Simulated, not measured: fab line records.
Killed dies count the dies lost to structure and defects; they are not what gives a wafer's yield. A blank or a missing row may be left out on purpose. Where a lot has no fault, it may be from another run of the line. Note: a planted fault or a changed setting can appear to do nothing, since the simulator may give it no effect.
Struck lot and sound lot, side by side ; flow gf180mcu ; 17 steps out of a route of 602
Sound: the wafers L688.2, L688.5, L688.6. Struck: wafer L696.1; the same lot's L696.4 was not struck, so it is left out; see the end for the cause.
Each step with rows lists, per side, the tool, then ch with its chambers, then its first start. Under that, the readings that differ: sound wafers ; struck wafers ; difference of the means ; sigmas: that difference in standard deviations of wafers without a fault.
alike: readings with means less than 2 such deviations apart, plus words and numbers identical on both sides. not compared: withheld readings, readings lacking a value on some wafer, bounds such as >300 that could conceal the same value, and numbers that have no deviation in the record and whose values overlap.
The two part at a step that has a row with sigmas, a row that says differs or no value, or rows on one side only. Numbers that have no deviation but don't overlap get no sigmas and don't part them. Lack of a reading on every wafer of one side parts them only where that side has two or more wafers.

first, 4 steps without rows for these wafers: GF_M4_SOFTBAKE_10 (time 60 s); GF_M4_EXPOSE_11 (exposes mask Metal4, target cd 280 nm); GF_M4_PEB_12 (peb time 90 s); GF_M4_DEVELOP_13 (develop time 60 s).
GF_M4_CD_MEAS_14 targets a cd of 280 nm.
  sound on cd_sem-02 at day 27 04:17; struck on cd_sem-01 at day 29 19:00
reading;sound;struck;difference;sigmas
cd_nm (nm);278.8 277.7 278.3;281.8;+3.5;+3
GF_M4_OVL_MEAS_15:
  sound on overlay-02 at day 27 04:23; struck on overlay-02 at day 29 19:07
  alike: M4_OVL
GF_M4_METAL_ETCH_16: etches the open film in Cl2/BCl3, stops on SiO2, target depth 750.8 nm, time 125.1 s.
  sound on rie_metal-04 ch 0,1, day 27 04:25; struck on rie_metal-01 ch 0, day 29 19:09
reading;sound;struck;difference;sigmas
oes_product_au (a.u.);1.003 1.003 0.998;0.990;-0.011;-2
  alike: chamber_pressure_mTorr, drypump_motor_current_A, throttle_valve_pct
  not compared: rf_hours_counter_h
GF_M4_STRIP_17: strips in O2/N2.
  sound on plasma_asher-01 ch 0,1, day 27 04:32; struck on plasma_asher-01 ch 0, day 29 19:17
reading;sound;struck;difference;sigmas
chamber_pressure_mTorr (mTorr);1501.1 1499.3 1498.3;1502.6;+3.0;+2
strip_time_to_endpoint_s (s);7.27 7.27 7.26;7.38;+0.11;+3
  alike: drypump_motor_current_A, heater_power_w, oes_product_au
  not compared: rf_hours_counter_h
then, 3 steps without rows for these wafers: GF_M4_STRIP_18 (strips in post etch residue remover, time 1200 s); GF_M4_CLEAN_19 (cleans in DIW); GF_V4_CVD_00 (deposits SiO2, target thk 600 nm, time 100 s).
GF_V4_THK_MEAS_01:
  sound on film_metro-04 at day 27 05:10; struck on film_metro-01 at day 29 19:56
  alike: V4_CVD_00_THK
GF_V4_CVD_02: deposits SiO2 from TEOS, target thk 850 nm, time 94.851 s.
  sound on pecvd-01 ch 0,1,2, day 27 05:13; struck on pecvd-04 ch 1, day 29 19:59
reading;sound;struck;difference;sigmas
model.SiO2_of_V4_CVD_02.thk_nm (nm);844.5 844.9 848.6;747.8;-98.2;
  alike: heater_power_w
  not compared: since_wet_clean_h
GF_V4_THK_MEAS_03:
  sound on film_metro-01 at day 27 05:17; struck on film_metro-04 at day 29 20:04
reading;sound;struck;difference;sigmas
V4_CVD_02_THK (nm);845 845 849;748;-98;-9
GF_V4_CMP_04: polishes SiO2.
  sound on cmp-01 ch 0,1,2, day 27 05:26; struck on cmp-01 ch 1, day 29 20:13
reading;sound;struck;difference;sigmas
time_to_endpoint_s (s);78 79 83;46;-34;-6
  alike: motor_current_A, retaining_ring_pressure_frac
GF_V4_BOW_MEAS_05:
  sound on film_metro-01 at day 27 05:40; struck on film_metro-04 at day 29 20:25
  alike: V4_BOW
-- the record jumps here: 5 days lie between the struck wafers' starts before and after (it left off in module V4 and takes up again in module PASSIVATION, whose first step shown is number 602 of the route) --
GF_PASSIVATION_PROBE_99:
  the record has rows for the struck wafers here (prober-02, day 34 10:08) and none for the sound ones

== WHERE THEY PART ==
Earliest at GF_M4_CD_MEAS_14; latest, in this record, at GF_PASSIVATION_PROBE_99.

WHY: the cause the simulator had injected
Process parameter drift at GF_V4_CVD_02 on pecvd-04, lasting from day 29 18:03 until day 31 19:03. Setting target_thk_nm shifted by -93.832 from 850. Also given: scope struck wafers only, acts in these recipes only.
